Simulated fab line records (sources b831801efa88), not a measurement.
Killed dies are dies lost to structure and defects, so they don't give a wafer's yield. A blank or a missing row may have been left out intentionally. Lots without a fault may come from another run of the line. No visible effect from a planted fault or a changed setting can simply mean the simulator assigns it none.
Comparing a struck lot with a sound one	flow sky130	15 out of 708 route steps
Sound: these wafers, L850.1, L850.2, L850.5. Struck: wafer L863.2 (left out: L863.5, L863.6 of the same lot, which were not struck); the cause appears at the end.
At each step with rows: each side's tool, then ch and its chambers, then its first start. Under that, the readings that differ: sound wafers	struck wafers	difference of the means	sigmas: that difference in standard deviations of wafers without a fault.
alike: readings whose means differ by less than 2 such deviations, and words and numbers that are the same on both sides. not compared: withheld readings, readings that some wafer has no value for, bounds like >300 that may hide the same value, and numbers for which the record gives no deviation and whose values overlap.
The two part at a step that has a row with sigmas, a row that says differs or no value, or rows on one side only. Non-overlapping numbers with no deviation appear without sigmas and do not part them. Lack of a reading on every wafer of one side parts them only where that side has two or more wafers.

SKY_SONOS_ONO_THK_MEAS_03:
  sound on film_metro-03 at day 12 21:32; struck on film_metro-04 at day 17 03:54
  alike: SONOS_ONO_CVD_02_THK
then, 1 step without rows for these wafers: SKY_SONOS_ONO_CVD_04 (deposits SiO2 from SiH4/N2O, target thk 5.7199 nm).
SKY_SONOS_ONO_THK_MEAS_05:
  sound on film_metro-03 at day 12 22:50; struck on film_metro-03 at day 17 05:13
reading	sound	struck	difference	sigmas
SONOS_ONO_CVD_04_THK (nm)	5.48 5.58 5.56	5.83	+0.29	+2
then, 7 steps without rows for these wafers: SKY_SONOS_ONO_DEHYDRATE_06 (time 60 s); SKY_SONOS_ONO_HMDS_07 (prime time 60 s); SKY_SONOS_ONO_COAT_08 (resist thk 1140 nm); SKY_SONOS_ONO_SOFTBAKE_09 (time 60 s); SKY_SONOS_ONO_EXPOSE_10 (exposes mask ONOM, target cd 410 nm); SKY_SONOS_ONO_PEB_11; SKY_SONOS_ONO_DEVELOP_12 (develop time 60 s).
SKY_SONOS_ONO_CD_MEAS_13 targets a cd of 410 nm.
  sound on cd_sem-01 at day 13 23:16; struck on cd_sem-01 at day 18 10:26
  alike: cd_nm
SKY_SONOS_ONO_OVL_MEAS_14:
  sound on overlay-01 at day 13 23:23; struck on overlay-01 at day 18 10:33
  alike: SONOS_ONO_OVL
SKY_SONOS_ONO_ETCH_15: etches the open film in CHF3/O2, target depth 19.52 nm, time 7.8 s.
  sound on rie_diel-03 ch 2,3, day 13 23:26; struck on rie_diel-03 ch 2, day 18 10:35
reading	sound	struck	difference	sigmas
O2_flow_sccm (sccm)	4.978 5.010 4.980	5.031	+0.042	+3
model.etch.depth_nm (nm)	19.27 19.22 19.34	18.59	-0.69	
model.SONOS_ONO.feature_depth_nm (nm)	19.27 19.22 19.34	18.59	-0.69	
  alike: drypump_motor_current_A, oes_product_au, throttle_valve_pct
  not compared: rf_hours_counter_h
then, 1 step without rows for these wafers: SKY_SONOS_ONO_WET_ETCH_16 (etches SiO2 in dHF, target depth 14 nm, time 280 s).
-- the record jumps here: 31 days lie between the struck wafers' starts before and after (it left off in module SONOS_ONO and takes up again in module PAD_OPEN, whose first step shown is number 708 of the route) --
SKY_PAD_OPEN_PROBE_99:
  sound on prober-01 at day 47 02:58; struck on prober-01 at day 49 22:25
reading	sound	struck	difference	sigmas
killed_at_front_end	8 13 11	23	+12	+3
  alike: killed_at_M0_to_M3, killed_at_M4_up, killed_at_contacts, killed_at_other, killed_dies, killed_on_rim, killed_open, killed_short

## WHERE THEY PART
Earliest at SKY_SONOS_ONO_THK_MEAS_05; latest, in this record, at SKY_PAD_OPEN_PROBE_99.

WHY: what had been put in by the simulator
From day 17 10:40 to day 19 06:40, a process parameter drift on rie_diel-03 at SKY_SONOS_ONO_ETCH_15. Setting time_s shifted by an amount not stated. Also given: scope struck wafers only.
